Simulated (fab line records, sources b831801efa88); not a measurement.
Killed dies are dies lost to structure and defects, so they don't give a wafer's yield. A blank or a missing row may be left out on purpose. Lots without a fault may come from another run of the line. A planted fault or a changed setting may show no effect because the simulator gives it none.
fab line records | flow sky130
record lots=6 wafers=18 last_day=49
route steps=708 shown METAL2@489 PAD_OPEN@708
lots that met no fault: from a run of the same line without faults
start_h: hours from the record's first day to the start of the lot's first wafer shown | wait_h: hours since the lot's step before | " the same as in the row above | L1.1+2: a row that stands for several wafers | - no value, or no start given | * or withheld: withheld | < > ~ a bound
route shown NAME@n: a module of which the file shows steps, and the number in the route of the first | usual: mean/standard deviation of fault-free wafers | same: alike in all rows | chamber/n: place in a boat | sites: the reading at each site | _std_site: their standard deviation | _edge_site: outer sites' mean less inner sites' | radius_mm: how far each site lies from the wafer's centre | mask NAME#n: copy n | behind: the tool/chamber that last shaped the wafer | hold: why the lot was held/for how many hours/how that ended | device: the transistor (n, p or np) that didn't switch | end of line: the same wafers' tests at the end of the route | a step without rows: its recipe alone | killed: dies lost to structure and defects at the first sort, not the wafer's yield | map: a wafer's dies, x killed, . not, _ none there
set.NAME: the setting as run; set.NAME@STEP: as run at that earlier step | model.NAME: the simulator's own value behind a step, which no gauge read
lots at some steps of the route; a table a step, a row a wafer
services: from which hour (start_h, from the record's first day; less than 0 if before it) a tool's chamber was out of use, for how many hours, and why
## steps
# step SKY_METAL2_THK_MEAS_06
# recipe thk_meas_gauge=xrf reads=AlCu_of_METAL2_SPUTTER_02
# usual METAL2_ALCU_THK=249/3.4
# columns lot.wafer tool chamber start_h wait_h METAL2_ALCU_THK[nm]
L195.1 film_metro-03 - 823.31 0.1 250
L195.2 " - " " 250
L195.6 " - " " 251
L196.1 film_metro-03 - 827.28 0.1 251
L196.3 " - " " 251
L196.5 " - " " 250
L205.1 film_metro-04 - 889.74 0.1 247
L205.5 " - " " 242
L205.6 " - " " 245
L206.1 film_metro-03 - 896.02 0.1 249
L206.4 " - " " 253
L206.6 " - " " 253
L209.1 film_metro-02 - 914.27 0.1 252
L209.3 " - " " 248
L209.4 " - " " 248
L210.1 film_metro-02 - 929.59 0.1 252
L210.3 " - " " 251
L210.4 " - " " 252
# step SKY_METAL2_DEHYDRATE_07
# recipe temp_c=200 time_s=60
# step SKY_METAL2_HMDS_08
# recipe prime_time_s=60 prime_temp_c=120
# step SKY_METAL2_COAT_09
# recipe resist=BARC temp_c=withheld time_s=withheld spin_rpm=3000 resist_thk_nm=60
# step SKY_METAL2_COAT_10
# recipe resist=KrF-thick spin_rpm=3000 resist_thk_nm=450
# step SKY_METAL2_SOFTBAKE_11
# recipe temp_c=101 time_s=90 resist=KrF-thick
# step SKY_METAL2_EXPOSE_12
# recipe mask_id=MM2 na=0.8 source_shape=annular sigma_inner=0.55 sigma_outer=0.85 target_cd_nm=140 dose_mj=28
# step SKY_METAL2_PEB_13
# recipe peb_temp_c=withheld peb_time_s=withheld resist=KrF-thick
# step SKY_METAL2_DEVELOP_14
# recipe develop_time_s=58.2 resist=KrF-thick dev_temp_c=21
# step SKY_METAL2_CD_MEAS_15
# recipe target_cd_nm=140
# usual cd_nm=139.7/1.1
# columns lot.wafer tool chamber start_h wait_h cd_nm
L195.1 cd_sem-01 - 848.66 - 139.9
L195.2 " - " " 140.7
L195.6 " - " " 139.4
L196.1 cd_sem-02 - 853.53 - 139.0
L196.3 " - " " 137.6
L196.5 " - " " 139.6
L205.1 cd_sem-01 - 914.33 - 140.5
L205.5 " - " " 140.5
L205.6 " - " " 141.7
L206.1 cd_sem-02 - 920.34 - 139.4
L206.4 " - " " 139.3
L206.6 " - " " 139.6
L209.1 cd_sem-02 - 938.88 - 139.5
L209.3 " - " " 139.9
L209.4 " - " " 139.5
L210.1 cd_sem-01 - 953.31 - 140.0
L210.3 " - " " 140.0
L210.4 " - " " 140.3
# step SKY_METAL2_OVL_MEAS_16
# usual METAL2_OVL=0/5.8
# columns lot.wafer tool chamber start_h wait_h METAL2_OVL[nm]
L195.1 overlay-01 - 848.78 0.1 4
L195.2 " - " " 3
L195.6 " - " " -2
L196.1 overlay-02 - 853.65 0.1 0
L196.3 " - " " 5
L196.5 " - " " 1
L205.1 overlay-02 - 914.45 0.1 1
L205.5 " - " " -3
L205.6 " - " " 0
L206.1 overlay-01 - 920.46 0.1 -7
L206.4 " - " " 1
L206.6 " - " " -3
L209.1 overlay-01 - 939.00 0.1 -2
L209.3 " - " " -1
L209.4 " - " " 2
L210.1 overlay-01 - 953.43 0.1 -2
L210.3 " - " " 1
L210.4 " - " " -3
# step SKY_METAL2_DESCUM_17
# recipe chemistry=O2 source_power_w=150 bias_power_w=0 pressure_mtorr=10 temp_c=40 time_s=8
# usual chamber_pressure_mTorr=10.001/0.0092 drypump_motor_current_A=5.6/0.49 oes_product_au=0.999/0.017 rf_fwd_power_W=146.8/0.74
# columns lot.wafer tool chamber start_h wait_h chamber_pressure_mTorr drypump_motor_current_A oes_product_au rf_fwd_power_W rf_hours_counter_h
L195.1 rie_metal-01 0 848.81 0.0 9.993 5.0 1.011 145.9 6
L195.2 " 1 " " 10.008 5.6 1.030 147.9 9
L195.6 " 1 " " 9.998 5.6 1.024 147.7 -
L196.1 rie_metal-02 0 853.69 0.0 9.994 5.2 0.998 146.5 11
L196.3 " 0 " " 10.002 5.2 0.995 146.3 -
L196.5 " 1 " " 9.995 6.0 0.985 146.1 -
L205.1 rie_metal-02 0 914.49 0.0 10.004 5.2 1.007 145.9 13
L205.5 " 1 " " 9.991 6.0 0.977 146.8 -
L205.6 " 0 " " 9.997 5.1 1.008 146.4 -
L206.1 rie_metal-02 0 920.50 0.0 9.998 5.2 1.016 147.1 14
L206.4 " 1 " " 10.010 6.0 0.986 147.3 -
L206.6 " 0 " " 10.002 5.2 1.016 146.1 -
L209.1 rie_metal-01 1 939.04 0.0 10.007 5.7 1.024 146.6 13
L209.3 " 0 " " 9.998 5.0 1.007 147.1 -
L209.4 " 1 " " 9.997 5.7 1.032 146.9 -
L210.1 rie_metal-01 0 953.46 0.0 10.008 5.0 1.022 146.1 11
L210.3 " 0 " " 9.993 5.0 1.014 145.8 -
L210.4 " 1 " " 9.989 5.6 1.033 148.6 -
# step SKY_METAL2_ETCH_18
# recipe chemistry=N2/H2 target=BARC ion_energy_ev=200 bias_w=100 pressure_mtorr=30 n2_flow_sccm=100 h2_flow_sccm=200 icp_w=500 stop_on=SiO2 time_s=45.9 target_depth_a=600
# usual chamber_pressure_mTorr=29.999/0.028 drypump_motor_current_A=5.6/0.48 oes_product_au=0.854/0.0049 rf_fwd_power_W=494.0/2.1 throttle_valve_pct=13.224/0.0086
# columns lot.wafer tool chamber start_h wait_h chamber_pressure_mTorr drypump_motor_current_A oes_product_au rf_fwd_power_W rf_hours_counter_h throttle_valve_pct model.KrF-thick_of_METAL2_COAT_10.thk_nm model.METAL2.cd_nm
L195.1 rie_metal-01 0 848.84 0.0 29.995 5.0 0.851 494.0 7 13.217 390.7 140.9
L195.2 " 1 " " 29.995 5.7 0.861 493.5 9 13.217 389.2 137.6
L195.6 " 1 " " 30.011 5.6 0.854 494.7 - 13.237 389.1 136.7
L196.1 rie_metal-02 0 853.72 0.0 30.044 5.2 0.852 493.5 11 13.218 391.3 141.1
L196.3 " 0 " " 29.941 5.2 0.856 492.0 - 13.235 393.7 139.2
L196.5 " 1 " " 29.957 6.0 0.857 495.6 - 13.220 394.6 137.9
L205.1 rie_metal-02 0 914.52 0.0 29.996 5.2 0.858 492.4 13 13.230 391.6 142.2
L205.5 " 1 " " 29.974 6.0 0.843 494.0 - 13.223 370.7 133.9
L205.6 " 0 " " 29.997 5.2 0.849 492.0 - 13.209 392.7 142.7
L206.1 rie_metal-02 0 920.53 0.0 30.003 5.1 0.852 492.0 14 13.233 389 139.3
L206.4 " 1 " " 29.958 6.0 0.855 493.5 - 13.226 366.9 133
L206.6 " 0 " " 29.998 5.2 0.847 490.6 - 13.219 389.9 140.3
L209.1 rie_metal-01 1 939.07 0.0 30.033 5.7 0.856 494.4 13 13.225 387 138
L209.3 " 0 " " 30.005 5.0 0.849 493.5 - 13.231 389.1 140.6
L209.4 " 1 " " 30.025 5.7 0.850 496.4 - 13.228 387.7 138.2
L210.1 rie_metal-01 0 953.50 0.0 29.988 5.1 0.852 494.8 11 13.234 390.1 141.6
L210.3 " 0 " " 30.001 5.0 0.851 492.9 - 13.229 390.7 141
L210.4 " 1 " " 29.981 5.7 0.861 495.6 - 13.210 389.1 139.6
# step SKY_METAL2_METAL_ETCH_19
# recipe target_depth_a=3600 stop_on=SiO2 over_etch_frac=0.3 time_s=78 chemistry=Cl2/BCl3 resist_sidewall_deg=88 pressure_mtorr=10 icp_w=900 bias_w=48.5 Cl2_flow_sccm=60 bcl3_flow_sccm=30
# usual chamber_pressure_mTorr=10.000/0.0094 drypump_motor_current_A=5.6/0.48 oes_product_au=0.854/0.006 rf_fwd_power_W=892/3.4 throttle_valve_pct=22.264/0.0088
# columns lot.wafer tool chamber start_h wait_h chamber_pressure_mTorr drypump_motor_current_A oes_product_au rf_fwd_power_W rf_hours_counter_h throttle_valve_pct model.KrF-thick_of_METAL2_COAT_10.thk_nm model.METAL2.cd_nm
L195.1 rie_metal-01 0 848.91 0.0 10.006 5.0 0.856 891 7 22.269 153.7 141.6
L195.2 " 1 " " 10.003 5.6 0.858 890 9 22.277 143.8 135.1
L195.6 " 1 " " 10.008 5.6 0.864 895 - 22.262 143.9 134
L196.1 rie_metal-02 0 853.78 0.0 9.991 5.2 0.850 888 11 22.260 159.7 142.2
L196.3 " 0 " " 10.007 5.2 0.855 890 - 22.267 164.5 140
L196.5 " 1 " " 10.008 5.9 0.857 892 - 22.262 168.7 140
L205.1 rie_metal-02 0 914.58 0.0 10.000 5.2 0.841 889 13 22.277 153.7 145.4
L205.5 " 1 " " 10.012 6.0 0.847 896 - 22.256 144.3 135.7
L205.6 " 0 " " 10.000 5.2 0.843 885 - 22.284 153.1 144
L206.1 rie_metal-02 0 920.60 0.0 10.002 5.1 0.852 889 14 22.270 149.9 142.6
L206.4 " 1 " " 10.000 6.0 0.858 892 - 22.256 138.3 133.4
L206.6 " 0 " " 9.986 5.2 0.869 886 - 22.265 150.7 141.1
L209.1 rie_metal-01 1 939.13 0.0 10.011 5.6 0.862 898 13 22.250 139.2 137.9
L209.3 " 0 " " 10.028 5.0 0.852 890 - 22.273 149.4 142.9
L209.4 " 1 " " 9.984 5.7 0.853 891 - 22.263 140.3 138.3
L210.1 rie_metal-01 0 953.56 0.0 10.002 5.0 0.849 891 11 22.272 148 142.1
L210.3 " 0 " " 9.994 5.0 0.856 889 - 22.272 146 141.9
L210.4 " 1 " " 9.995 5.7 0.851 894 - 22.268 143.6 140.4
# step SKY_METAL2_STRIP_20
# recipe chemistry=O2/N2 power_w=1400 pressure_mtorr=1500 platen_temp_c=withheld o2_flow_sccm=3000 n2_flow_sccm=300 overash_fraction=0.5
# usual chamber_pressure_mTorr=1500.0/1.3 drypump_motor_current_A=5.7/0.5 oes_product_au=0.343/0.0057 strip_time_to_endpoint_s=2.69/0.089
# columns lot.wafer tool chamber start_h wait_h chamber_pressure_mTorr drypump_motor_current_A oes_product_au rf_hours_counter_h strip_time_to_endpoint_s
L195.1 plasma_asher-01 1 849.00 0.1 1501.3 6.7 0.345 10 2.64
L195.2 " 0 " " 1500.4 5.5 0.335 10 2.53
L195.6 " 0 " " 1501.5 5.6 0.329 - 2.53
L196.1 plasma_asher-02 1 853.87 0.1 1499.8 5.0 0.337 44 2.72
L196.3 " 0 " " 1498.2 6.0 0.346 - 2.75
L196.5 " 1 " " 1500.7 5.0 0.345 - 2.81
L205.1 plasma_asher-01 1 914.67 0.1 1501.4 6.7 0.342 16 2.64
L205.5 " 1 " " 1501.2 6.7 0.330 - 2.54
L205.6 " 0 " " 1502.4 5.6 0.335 - 2.64
L206.1 plasma_asher-01 0 920.69 0.1 1499.6 5.6 0.341 17 2.59
L206.4 " 0 " " 1500.5 5.5 0.335 - 2.47
L206.6 " 1 " " 1497.7 6.7 0.339 - 2.61
L209.1 plasma_asher-01 0 939.22 0.1 1498.3 5.6 0.334 19 2.47
L209.3 " 1 " " 1499.3 6.8 0.346 - 2.59
L209.4 " 0 " " 1499.8 5.5 0.333 - 2.49
L210.1 plasma_asher-02 0 953.65 0.1 1501.6 6.0 0.336 54 2.59
L210.3 " 1 " " 1499.5 5.0 0.342 - 2.55
L210.4 " 0 " " 1500.3 6.0 0.342 - 2.53
# step SKY_PAD_OPEN_PROBE_99
# usual defect_limited_yield=82.4/2 killed_at_M0_to_M3=42/6.8 killed_at_M4_up=3.4/1.8 killed_at_contacts=25/5.7 killed_at_front_end=16/4.8 killed_at_other=0.2/0.39 killed_dies=87/9.6 killed_open=47/6.9 killed_short=40/6.3 sort_bin_3_pad_short=0.9/0.45 sort_bin_5_function=10.4/1.5 sort_bin_6_memory=6.3/1.1 sort_n_pass=405/9.6 sort_yield_pct=82.4/2
# same gross_dies=492 killed_at_back_side=0 sort_bin_4_leakage[%]=0 sort_bin_8_speed[%]=0
# columns lot.wafer tool chamber start_h wait_h defect_limited_yield[%] killed_at_M0_to_M3 killed_at_M4_up killed_at_contacts killed_at_front_end killed_at_other killed_dies killed_open killed_short sort_bin_3_pad_short[%] sort_bin_5_function[%] sort_bin_6_memory[%] sort_n_pass sort_yield_pct[%]
L195.1 prober-02 - 1098.93 0.1 82.5 38 5 20 23 0 86 45 41 1.2 9.1 7.1 406 82.5
L195.2 prober-02 - 1098.98 0.1 83.9 34 4 25 16 0 79 36 43 1.2 10.2 4.7 413 83.9
L195.6 prober-02 - 1099.18 0.2 85.0 41 2 19 11 1 74 43 31 0.4 9.8 4.9 418 85.0
L206.1 prober-01 - 1154.71 0.1 79.5 56 3 27 15 0 101 50 51 1.0 12.8 6.7 391 79.5
L206.4 prober-01 - 1154.86 0.2 80.3 38 5 34 20 0 97 56 41 0.4 11.6 7.7 395 80.3
L206.6 prober-01 - 1154.96 0.2 80.7 53 4 20 18 0 95 51 44 1.6 10.6 7.1 397 80.7
L209.1 prober-02 - 1168.48 0.1 81.9 37 1 33 18 0 89 49 40 1.6 10.4 6.1 403 81.9
L209.3 prober-02 - 1168.58 0.2 82.7 30 2 26 27 0 85 46 39 0.6 9.8 6.9 407 82.7
L209.4 prober-02 - 1168.63 0.2 81.3 45 1 31 15 0 92 58 34 0.8 8.9 8.9 400 81.3
# killed by level:class
L195.1 VIA2:geometric_particle:open=10 POLY_GATE:geometric_particle:short=8 VIA1:geometric_particle:open=8 SPACER:geometric_particle:open=7 LOCAL_INTERCONNECT:geometric_particle:short=5 CONTACT:geometric_particle:open=5 METAL1:geometric_particle:short=5 VIA3:geometric_particle:short=5
L195.2 VIA3:geometric_particle:open=8 LOCAL_INTERCONNECT:geometric_particle:short=7 LI_CONTACT:geometric_particle:open=6 CONTACT:geometric_particle:open=6 VIA1:geometric_particle:open=6 METAL2:geometric_particle:short=6 FIELD_ISO:geometric_particle:short=5 METAL1:geometric_particle:short=4
L195.6 VIA3:geometric_particle:open=9 LI_CONTACT:geometric_particle:open=7 VIA1:geometric_particle:open=7 LOCAL_INTERCONNECT:geometric_particle:short=6 VIA2:geometric_particle:open=6 CONTACT:geometric_particle:open=5 VIA2:geometric_particle:short=4 VIA3:geometric_particle:short=4
L206.1 VIA1:geometric_particle:open=15 CONTACT:geometric_particle:open=10 LI_CONTACT:geometric_particle:open=8 VIA1:geometric_particle:short=8 METAL2:geometric_particle:short=8 VIA2:geometric_particle:open=6 METAL1:geometric_particle:short=6 VIA2:geometric_particle:short=5
L206.4 CONTACT:geometric_particle:open=14 LI_CONTACT:geometric_particle:open=11 FIELD_ISO:geometric_particle:open=8 VIA1:geometric_particle:open=7 METAL4:geometric_particle:short=5 METAL1:geometric_particle:short=5 VIA2:geometric_particle:open=5 FIELD_ISO:geometric_particle:short=4
L206.6 VIA1:geometric_particle:open=12 CONTACT:geometric_particle:open=8 METAL1:geometric_particle:short=8 METAL2:geometric_particle:short=6 VIA2:geometric_particle:open=6 VIA3:geometric_particle:open=6 LI_CONTACT:geometric_particle:open=5 VIA1:geometric_particle:short=5
L209.1 CONTACT:geometric_particle:open=13 METAL2:geometric_particle:short=9 LI_CONTACT:geometric_particle:open=9 VIA1:geometric_particle:open=8 FIELD_ISO:geometric_particle:open=7 VIA2:geometric_particle:open=5 LI_CONTACT:geometric_particle:short=4 METAL1:geometric_particle:short=4
L209.3 CONTACT:geometric_particle:open=12 FIELD_ISO:geometric_particle:short=9 LI_CONTACT:geometric_particle:open=7 VIA1:geometric_particle:open=6 METAL1:geometric_particle:short=5 POLY_GATE:geometric_particle:short=5 VIA2:geometric_particle:open=5 POLY_GATE:geometric_particle:open=4
L209.4 LI_CONTACT:geometric_particle:open=13 VIA3:geometric_particle:open=12 VIA1:geometric_particle:open=11 CONTACT:geometric_particle:open=9 FIELD_ISO:geometric_particle:short=7 CONTACT:geometric_particle:short=7 METAL1:geometric_particle:short=6 VIA2:geometric_particle:open=5
## services
# columns tool chamber start_h hours kind
plasma_asher-01 - 841.53 2.8 pm
plasma_asher-02 - 848.60 0.9 repair
rie_metal-02 - 850.68 2.8 pm
rie_metal-02 - 861.81 0.9 repair
rie_metal-01 1 868.39 1.6 repair
rie_metal-02 - 872.82 1.4 pm
## key
first_sign none at tools or gauges
model_effect step=SKY_METAL2_ETCH_18 value=KrF-thick_of_METAL2_COAT_10.thk_nm without=391.6 struck=368.8
model_effect step=SKY_METAL2_METAL_ETCH_19 value=KrF-thick_of_METAL2_COAT_10.thk_nm without=164.1 struck=141.3
met_at SKY_METAL2_ETCH_18
struck_wafers L205.5,L206.4
onset_between 853.72 914.52
fault kind=process_parameter_drift tool=rie_metal-02 chamber=1 onset_h=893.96 steps=SKY_METAL2_ETCH_18 channel=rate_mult offset=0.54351 shape=step
